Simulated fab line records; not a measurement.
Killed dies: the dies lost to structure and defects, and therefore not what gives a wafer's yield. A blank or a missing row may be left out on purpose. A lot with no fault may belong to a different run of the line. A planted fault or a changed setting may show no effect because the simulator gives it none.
A struck lot beside a sound one ; flow sfq line ; 42 out of 325 route steps
Sound: the wafers L406.4, L406.5, L406.6. Struck: wafer L409.3 (L409.5, L409.6, from the same lot, were not struck and are left out); the cause is given at the end.
For every step that has rows: the tool of each side, followed by ch and its chambers, followed by its first start. Under that, the readings that differ: sound wafers ; struck wafers ; difference of the means ; sigmas: that difference in standard deviations of wafers without a fault.
alike: readings with means less than 2 such deviations apart, plus words and numbers identical on both sides. not compared: withheld readings, readings lacking a value on some wafer, bounds such as >300 that could conceal the same value, and numbers that have no deviation in the record and whose values overlap.
A row with sigmas, a row that says differs or no value, or rows on one side alone: a step with any of these is where the two part. When numbers do not overlap yet have no deviation, they are printed without sigmas and do not part them. A reading that every wafer of one side lacks parts them only if that side has two wafers or more.

first, 6 steps without rows for these wafers: SFQ_TRILAYER_M0_LITHO_COAT_026 (resist thk 62 nm); SFQ_TRILAYER_M0_LITHO_COAT_021 (resist thk 600 nm); SFQ_TRILAYER_M0_LITHO_SOFTBAKE_025; SFQ_TRILAYER_M0_LITHO_EXPOSE_022 (exposes mask M0, target cd 500 nm); SFQ_TRILAYER_M0_LITHO_PEB_024 (peb time 60 s); SFQ_TRILAYER_M0_LITHO_DEVELOP_023 (time 60 s).
SFQ_M0_OVL_MEAS_906:
  sound on overlay-02, day 17 07:26; struck on overlay-01, day 18 06:14
  alike: M0_OVL
then, 1 step without rows for these wafers: SFQ_TRILAYER_M0_BARC_OPEN_METAL_ETCH_031 (etches BARC in O2, target depth 125 nm, time 41.7 s).
SFQ_TRILAYER_M0_ETCH_METAL_ETCH_024: etches Nb in Cl2/Ar, stops on SiO2, target depth 240 nm, time 120 s.
  sound on rie metal-04 ch 0,1, day 17 07:34; struck on rie metal-02 ch 1, day 18 06:22
  alike: drypump motor current A, he backside leak sccm, oes product au
  not compared: rf hours counter h
SFQ_TRILAYER_M0_STRIP_STRIP_025: strips in O2.
  sound on rie metal-04 ch 0,1, day 17 07:50; struck on rie metal-02 ch 1, day 18 06:38
  alike: drypump motor current A, he backside leak sccm, oes product au
  not compared: rf hours counter h
then, 2 steps without rows for these wafers: SFQ_TRILAYER_M0_STRIP_SOLV_CLEAN_026 (cleans in NMP, time 600 s); SFQ_TRILAYER_I0_DEP_PECVD_027 (deposits SiO2 from SiH4/N2O, time 111.11 s, target thk 500 nm).
SFQ_TRILAYER_I0_CMP_CMP_028: polishes SiO2.
  sound on cmp-02 ch 1,2, day 17 09:02; struck on cmp-02 ch 1, day 18 17:37
reading;sound;struck;difference;sigmas
time to endpoint s (s);218 215 220;175;-43;-6
model.SiO2_of_TRILAYER_I0_DEP_PECVD_027.thk nm (nm);200.9 201.4 201.5;249.2;+47.9;
  alike: motor current A, slurry filter dp kPa
SFQ_I0_BOW_MEAS_907:
  sound on film metro-02, day 17 11:35; struck on film metro-04, day 18 19:09
  alike: I0_BOW
SFQ_TRILAYER_I0_METRO_MEASURE_029:
  sound on film metro-02, day 17 12:15; struck on film metro-04, day 18 19:38
reading;sound;struck;difference;sigmas
thk nm (nm);200.8 201.4 201.2;249.2;+48.1;+48
then, 6 steps without rows for these wafers: SFQ_TRILAYER_I0_VIA_LITHO_COAT_036 (resist thk 62 nm); SFQ_TRILAYER_I0_VIA_LITHO_COAT_031 (resist thk 650 nm); SFQ_TRILAYER_I0_VIA_LITHO_SOFTBAKE_035; SFQ_TRILAYER_I0_VIA_LITHO_EXPOSE_032 (exposes mask I0, target cd 500 nm); SFQ_TRILAYER_I0_VIA_LITHO_PEB_034 (peb time 60 s); SFQ_TRILAYER_I0_VIA_LITHO_DEVELOP_033 (time 60 s).
-- the record jumps here: 7 days lie between the struck wafers' starts before and after --
SFQ_I0_OVL_MEAS_908:
  sound on overlay-02, day 23 23:20; struck on overlay-01, day 25 09:29
  alike: I0_OVL
SFQ_TRILAYER_I0_VIA_BARC_OPEN_VIA_ETCH_046: etches BARC in O2, target depth 125 nm, time 41.7 s.
  sound on rie diel-01 ch 1,2, day 23 23:21; struck on rie diel-03 ch 1, day 25 09:31
reading;sound;struck;difference;sigmas
oes product au (a.u.);0.690 0.687 0.685;0.676;-0.011;-2
  alike: drypump motor current A
  not compared: rf hours counter h
SFQ_TRILAYER_I0_VIA_ETCH_VIA_ETCH_034: etches SiO2 in CHF3, stops on Nb, target depth 260 nm.
  sound on rie diel-01 ch 1,2, day 23 23:23; struck on rie diel-03 ch 1, day 25 09:34
reading;sound;struck;difference;sigmas
oes product au (a.u.);0.856 0.859 0.861;0.972;+0.113;+19
model.etch.depth nm (nm);200.9 201.4 201.5;249.2;+47.9;
model.I0.feature depth nm (nm);200.9 201.4 201.5;249.2;+47.9;
  alike: drypump motor current A
SFQ_TRILAYER_I0_VIA_STRIP_STRIP_035: strips in O2.
  sound on rie metal-02 ch 1, day 24 00:06; struck on rie metal-01 ch 0, day 25 09:52
  alike: drypump motor current A, he backside leak sccm, oes product au
  not compared: rf hours counter h
then, 3 steps without rows for these wafers: SFQ_TRILAYER_I0_VIA_STRIP_SOLV_CLEAN_036 (cleans in NMP, time 600 s); SFQ_TRILAYER_M1_DEP_PRE_CLEAN_038 (time 22.5 s); SFQ_TRILAYER_M1_DEP_SPUTTER_037 (material Nb, target thk 200 nm, time 133.3 s).
SFQ_M1_RS_MEAS_909: the measuring method here is four-point-probe.
  sound on film metro-01, day 24 01:04; struck on film metro-01, day 25 10:36
  alike: M1_NB_RS
then, 6 steps without rows for these wafers: SFQ_TRILAYER_M1_LITHO_COAT_044 (resist thk 62 nm); SFQ_TRILAYER_M1_LITHO_COAT_039 (resist thk 600 nm); SFQ_TRILAYER_M1_LITHO_SOFTBAKE_043; SFQ_TRILAYER_M1_LITHO_EXPOSE_040 (exposes mask M1, target cd 500 nm); SFQ_TRILAYER_M1_LITHO_PEB_042 (peb time 60 s); SFQ_TRILAYER_M1_LITHO_DEVELOP_041 (time 60 s).
-- the record jumps here: 7 days lie between the struck wafers' starts before and after --
SFQ_M1_OVL_MEAS_911:
  sound on overlay-02, day 30 22:45; struck on overlay-01, day 32 02:57
reading;sound;struck;difference;sigmas
M1_OVL (nm);13 4 14;-4;-14;-2
then, 1 step without rows for these wafers: SFQ_TRILAYER_M1_BARC_OPEN_METAL_ETCH_054 (etches BARC in O2, target depth 125 nm, time 41.7 s).
SFQ_TRILAYER_M1_ETCH_METAL_ETCH_042: etches Nb in Cl2/Ar, stops on SiO2, target depth 240 nm, time 120 s.
  sound on rie metal-01 ch 0,1, day 30 22:52; struck on rie metal-04 ch 0, day 32 03:05
reading;sound;struck;difference;sigmas
he backside leak sccm (sccm);3.48 3.45 3.39;3.05;-0.39;-2
model.SiO2_of_TRILAYER_I0_DEP_PECVD_027.thk nm (nm);193 193.5 193.6;241.4;+48.0;
  alike: drypump motor current A, oes product au
  not compared: rf hours counter h
SFQ_TRILAYER_M1_STRIP_STRIP_043: strips in O2.
  sound on rie metal-01 ch 0,1, day 30 23:09; struck on rie metal-04 ch 0, day 32 03:22
  alike: drypump motor current A, he backside leak sccm, oes product au
  not compared: rf hours counter h
then, 2 steps without rows for these wafers: SFQ_TRILAYER_M1_STRIP_SOLV_CLEAN_044 (cleans in NMP, time 600 s); SFQ_TRILAYER_I1_DEP_PECVD_045 (deposits SiO2 from SiH4/N2O, time 111.11 s, target thk 500 nm).
-- the record jumps here: 61 days lie between the struck wafers' starts before and after --
SFQ_M8_BOW_MEAS_951:
  sound on film metro-03, day 92 19:28; struck on film metro-02, day 93 09:48
reading;sound;struck;difference;sigmas
M8_BOW (um);30 25 11;-5;-27;-2
model.etest.i0.link ohm;1.945 1.959 1.96;2.015;+0.060;

== WHERE THEY PART ==
First at SFQ_TRILAYER_I0_CMP_CMP_028; last, within this record, at SFQ_M8_BOW_MEAS_951.

WHY: the cause the simulator had injected
cmp-02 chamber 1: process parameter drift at SFQ_TRILAYER_I0_CMP_CMP_028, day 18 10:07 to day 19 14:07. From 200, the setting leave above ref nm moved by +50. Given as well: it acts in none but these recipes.
